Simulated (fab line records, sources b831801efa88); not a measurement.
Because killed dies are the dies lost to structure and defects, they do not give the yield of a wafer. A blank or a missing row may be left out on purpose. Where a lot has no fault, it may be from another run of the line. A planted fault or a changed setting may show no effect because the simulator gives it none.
Which of the tools did it?	flow gf180mcu	13 lots, 39 wafers sampled, at 2 steps of a route of 602

== WHAT THE GAUGES READ, wafer by wafer ==
GF_V5_BOW_MEAS_05.
lot	measured	on	V5_BOW (um)
L270	day 26 21:48	filmMetro-03	108 114 126
L271	day 27 06:01	filmMetro-02	124 128 128
L272	day 27 15:42	filmMetro-01	143 131 137
L273	day 28 04:27	filmMetro-02	127 128 121
L274	day 28 08:44	filmMetro-02	119 124 123
L275	day 28 18:35	filmMetro-01	151 148 157
L276	day 28 19:37	filmMetro-03	143 139 130
L278	day 29 12:10	filmMetro-02	133 136 132
L282	day 30 14:46	filmMetro-02	135 143 137
L283	day 30 22:29	filmMetro-02	145 135 152
L287	day 32 00:00	filmMetro-01	132 126 125
L290	day 32 16:40	filmMetro-03	148 124 128
L291	day 32 22:47	filmMetro-02	135 135 140

== TOOL THAT RAN EACH LOT (tool first, then ch and the chambers of the sampled wafers, then the start) ==
lot	GF_V5_CMP_04
L270	cmp-02 ch 0,1,2, day 26 21:35
L271	cmp-02 ch 0,1,3, day 27 05:47
L272	cmp-02 ch 2,3, day 27 15:22
L273	cmp-02 ch 2,3, day 28 04:08
L274	cmp-02 ch 0,2,3, day 28 08:35
L275	cmp-01 ch 0,1, day 28 18:16
L276	cmp-02 ch 1,3, day 28 19:19
L278	cmp-01 ch 0,1, day 29 11:52
L282	cmp-01 ch 0,2, day 30 14:27
L283	cmp-02 ch 0,2,3, day 30 22:14
L287	cmp-01 ch 0,1,2, day 31 23:46
L290	cmp-02 ch 0,3, day 32 16:19
L291	cmp-01 ch 1,2, day 32 22:29
- GF_V5_CMP_04: polishes SiO2.

== AS READ BY THE TOOLS THEMSELVES (means over the sampled wafers that have a number; for cases with no such wafer, the mark the record gives instead) ==
GF_V5_CMP_04.
lot	tool	motorCurrentA (A)	retainingRingPressureFrac
L270	cmp-02	13.0	1.000
L271	cmp-02	13.1	0.996
L272	cmp-02	12.0	1.003
L273	cmp-02	12.0	1.001
L274	cmp-02	12.5	0.998
L275	cmp-01	12.4	1.002
L276	cmp-02	13.0	0.994
L278	cmp-01	12.8	0.997
L282	cmp-01	10.8	0.991
L283	cmp-02	12.5	0.998
L287	cmp-01	11.9	0.998
L290	cmp-02	13.1	1.005
L291	cmp-01	12.3	1.002

== THE ANSWER, worked out from the rows above alone ==
Rule: the usual values come from the lots themselves. Put in order of their means at a reading, lots are off if they are a third of the lots or fewer, leave a main group of 4 or more, and stand apart from it by a gap of 3 or more times the standard deviation of the main group's means; of several such gaps the widest counts. A main group is skipped when, at the precision printed for the reading in the tables above, its means are all equal. A lot without any number at a reading at which 4 lots or more have one is off too. The other lots that the step has rows for count as sound. The gauges are gone through in route order, then the tools' own readings, and for those a lot's mean is taken as printed above. The first step at which some lot is off is used, and at that step the reading that is off furthest; a lot without a number counts as furthest.
No lot is off on any of the readings shown, so nothing can be concluded from this.

== WHAT THE SIMULATOR HAD PUT IN ==
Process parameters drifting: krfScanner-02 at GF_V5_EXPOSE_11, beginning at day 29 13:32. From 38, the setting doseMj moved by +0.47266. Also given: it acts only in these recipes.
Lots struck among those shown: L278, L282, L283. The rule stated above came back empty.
